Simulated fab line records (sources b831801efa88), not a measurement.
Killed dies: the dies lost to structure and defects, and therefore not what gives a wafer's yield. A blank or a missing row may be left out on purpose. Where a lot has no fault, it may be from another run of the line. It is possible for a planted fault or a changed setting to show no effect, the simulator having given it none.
8D (eight disciplines) problem report, filled in by code | flow sky130 | the parts of the form that need people (team, actions taken, sign-off) are left out

== 1. PROBLEM STATEMENT ==
Across 6 wafers from 2 lots, LDD_HVN_TW at SKY_LDD_HVN_TW_MEAS_10 averages 1526, while fault-free wafers read 1433 with a standard deviation of 19. Measured from the usual mean, that is +4.9 standard deviations.
First seen on wafer L764.1, day 26 19:22, on film-metro-03. At this step, 36 wafers from 12 lots have a number in the record. Rule for "out" (also "out of limits"): further than 4 standard deviations from the usual mean. All remaining wafers that have a number are taken as sound.

== 2. WHAT THIS IS AND IS NOT ==
question                    | is                     | is not
which readings at this step | LDD_HVN_TW             | -
which lots                  | L764, L765             | L749, L752, L753, L755, L756, L757, L758, L760, L761, L762
which wafers of those lots  | all that have a number | -
read on which gauges        | film-metro-03          | film-metro-01, film-metro-02
when                        | from day 26 19:22      | up to then (30 sound wafers)

== 3. THE SUSPECTS, EACH WITH WHAT RULES IT OUT ==
Counting: a tool at a process step up to the reading stays a suspect if it ran every lot that is out and no sound lot after the first of them.
- the gauge at SKY_LDD_HVN_TW_MEAS_10 is ruled out. All the wafers that are out were read on film-metro-03, but those of them that SKY_LDD_HVN_IMPLANT_08 has rows for are out there too, on other tools.
- implanter-03 at SKY_LDD_HVN_IMPLANT_08: kept. It processed each lot that is out, first L764 at day 26 19:07, and no sound lot thereafter; up to then, the last sound lot it processed was L761 at day 26 03:09. Its own readings are out on those wafers: beam-energy-keV.
Remaining after the count: implanter-03 at SKY_LDD_HVN_IMPLANT_08.

== 4. THE CAUSE (what the simulator had put in) ==
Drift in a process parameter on implanter-03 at SKY_LDD_HVN_IMPLANT_08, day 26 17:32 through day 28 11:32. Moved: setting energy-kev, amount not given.
Only this tool survived the counting.

== 5. THE CHAIN OF EFFECTS, in route order ==
Each row: a reading where the mean over the struck wafers with a number is more than 3 standard deviations away from the usual. Only readings whose record carries a usual standard deviation are examined. hours: median over the lots of the time between each lot's start at the first step of this table that gives one and its start at this step. sigmas: the change, counted in usual standard deviations.
hours | step                   | reading         | usual  | on struck wafers | change  | sigmas
0     | SKY_LDD_HVN_IMPLANT_08 | beam-energy-keV | 60.004 | 82.360           | +22.356 | +99 or more
0     | SKY_LDD_HVN_TW_MEAS_10 | LDD_HVN_TW      | 1433   | 1526             | +93     | +4.9
Process steps it contains:
- SKY_LDD_HVN_IMPLANT_08

== 6. WHAT WOULD HAVE CAUGHT IT SOONER ==
Counted from the fault's start at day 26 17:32, it took 2 hours until the first out-of-limits reading at a measuring or inspecting step in this record, taken at day 26 19:22.
At SKY_LDD_HVN_IMPLANT_08, the tool's own readings (beam-energy-keV) were out on each struck wafer the step has a row for, so an alarm limit on them would have fired on the first such wafer.
Lots out: 2; of these, L765 started SKY_LDD_HVN_IMPLANT_08 on implanter-03 after day 26 19:22. It would have been spared by a hold on the tool at that moment.
